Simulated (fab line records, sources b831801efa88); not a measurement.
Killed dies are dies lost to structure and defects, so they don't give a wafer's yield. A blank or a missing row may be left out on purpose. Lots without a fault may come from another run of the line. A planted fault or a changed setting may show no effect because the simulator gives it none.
A struck lot beside a sound one | flow gf180mcu | 27 steps out of a route of 602
Sound: wafers L493.1, L493.2, L493.4. Struck: wafers L504.1, L504.2, L504.3. The cause comes at the end.
At each step with rows: each side's tool, then ch and its chambers, then its first start. Under that, the readings that differ: sound wafers | struck wafers | difference of the means | sigmas: that difference in standard deviations of wafers without a fault.
alike: readings whose means differ by less than 2 such deviations, and words and numbers that are the same on both sides. not compared: withheld readings, readings that some wafer has no value for, bounds like >300 that may hide the same value, and numbers for which the record gives no deviation and whose values overlap.
The two part at a step that has a row with sigmas, a row that says differs or no value, or rows on one side only. Numbers that don't overlap but have no deviation are shown without sigmas and don't part them. A reading that every wafer of one side lacks parts them only if that side has two wafers or more.

GF_DNWELL_STRIP_08: strips in O2/N2.
  sound on plasma_asher-01 ch 0,1, day 3 04:13; struck on plasma_asher-01 ch 0,1, day 5 17:21
  alike: drypump_motor_current_A, heater_power_w, oes_product_au, strip_time_to_endpoint_s
  not compared: rf_hours_counter_h
GF_DNWELL_TW_MEAS_09:
  sound on film_metro-02, day 3 04:19; struck on film_metro-02, day 5 17:27
  alike: DNWELL_TW
then, 7 steps without rows for these wafers: GF_NWELL_DEHYDRATE_00 (time 60 s); GF_NWELL_HMDS_01 (prime time 60 s); GF_NWELL_COAT_02 (resist thk 3000 nm); GF_NWELL_SOFTBAKE_03; GF_NWELL_EXPOSE_04 (exposes mask Nwell, target cd 860 nm); GF_NWELL_PEB_05; GF_NWELL_DEVELOP_06 (develop time 60 s).
GF_NWELL_OVL_MEAS_07:
  sound on overlay-01, day 3 16:25; struck on overlay-01, day 6 08:25
  alike: NWELL_OVL
then, 2 steps without rows for these wafers: GF_NWELL_IMPLANT_08; GF_NWELL_IMPLANT_09.
GF_NWELL_STRIP_10: strips in O2/N2.
  sound on plasma_asher-03 ch 0,1, day 3 16:46; struck on plasma_asher-02 ch 0,1, day 6 08:45
  reading                                 | sound             | struck            | difference                    | sigmas
  oes_product_au (a.u.)                   | 0.726 0.723 0.728 | 0.957 0.960 0.962 | +0.234                        | +51
  strip_time_to_endpoint_s (s)            | 36.84 36.78 36.76 | - - -             | no value on the struck wafers |
  model.coat_of_NWELL_COAT_02.thk_nm (nm) | 0 0 0             | 653.7 653.8 653.2 | +653.6                        |
  alike: drypump_motor_current_A, heater_power_w
  not compared: rf_hours_counter_h
GF_NWELL_TW_MEAS_11:
  sound on film_metro-03, day 3 16:52; struck on film_metro-01, day 6 08:51
  reading  | sound          | struck         | difference | sigmas
  NWELL_TW | 1600 1589 1583 | 1533 1541 1541 | -52        | -3
then, 7 steps without rows for these wafers: GF_LVPWELL_DEHYDRATE_00 (time 60 s); GF_LVPWELL_HMDS_01 (prime time 60 s); GF_LVPWELL_COAT_02 (resist thk 3000 nm); GF_LVPWELL_SOFTBAKE_03; GF_LVPWELL_EXPOSE_04 (exposes mask LVPWELL, target cd 600 nm); GF_LVPWELL_PEB_05; GF_LVPWELL_DEVELOP_06 (develop time 60 s).
GF_LVPWELL_OVL_MEAS_07:
  sound on overlay-02, day 4 05:01; struck on overlay-01, day 6 23:49
  alike: LVPWELL_OVL
then, 2 steps without rows for these wafers: GF_LVPWELL_IMPLANT_08; GF_LVPWELL_IMPLANT_09.
GF_LVPWELL_STRIP_10: strips in O2/N2.
  sound on plasma_asher-04 ch 0,1, day 4 05:22; struck on plasma_asher-02 ch 0,1, day 7 00:08
  reading                      | sound             | struck            | difference | sigmas
  heater_power_w (W)           | 309 297 296       | 389 345 397       | +76        | +2
  strip_time_to_endpoint_s (s) | 37.03 36.96 37.02 | 46.66 46.59 46.53 | +9.59      | +99 or more
  alike: drypump_motor_current_A, oes_product_au
  not compared: rf_hours_counter_h
GF_LVPWELL_TW_MEAS_11:
  sound on film_metro-03, day 4 05:28; struck on film_metro-04, day 7 00:28
  reading    | sound       | struck      | difference | sigmas
  LVPWELL_TW | 567 565 561 | 449 453 452 | -113       | -16
  not compared: hold
-- the record jumps here: 26 days lie between the struck wafers' starts before and after (it left off in module LVPWELL and takes up again in module PASSIVATION, whose first step shown is number 602 of the route) --
GF_PASSIVATION_PROBE_99:
  sound on prober-01, day 29 10:41; struck on prober-02, day 32 20:43
  reading                                 | sound             | struck                                                               | difference                   | sigmas
  hold                                    | - - -             | await_dispo/5.9h/scrap await_dispo/5.9h/scrap await_dispo/5.9h/scrap | no value on the sound wafers |
  model.etest.nldd_6p0.line_ohm_um        | 4683 4589 4547    | 5772 5786 5785                                                       | +1175                        |
  model.etest.nmos_6p0.r_on_ohm_um        | 2155 2159 2120    | 2733 2757 2763                                                       | +606                         |
  model.etest.nldd_6p0.rs_ohm_sq          | 1396 1396 1389    | 1753 1744 1751                                                       | +356                         |
  model.etest.nmos_3p3.r_on_ohm_um        | 1645 1634 1642    | 1944 1892 1918                                                       | +278                         |
  model.etest.nmos_3p3_sab.r_on_ohm_um    | 1772 1755 1765    | 2071 2008 2059                                                       | +282                         |
  model.etest.ldnmos_10p0.r_on_ohm_um     | 3720 3711 3735    | 3974 4011 3956                                                       | +258                         |
  model.etest.nmos_6p0.drive_ua_um        | 574.7 574.8 588   | 404.7 397.7 401.7                                                    | -177.8                       |
  model.etest.nmos_6p0_turned.drive_ua_um | 575.4 573.4 579.9 | 404.2 394.1 400.3                                                    | -176.7                       |

WHERE THEY PART
First at GF_NWELL_STRIP_10; last, within this record, at GF_PASSIVATION_PROBE_99.

WHY: what the simulator had put in
Strip aborted: plasma_asher-02, from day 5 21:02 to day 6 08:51, at GF_NWELL_STRIP_10. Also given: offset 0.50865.
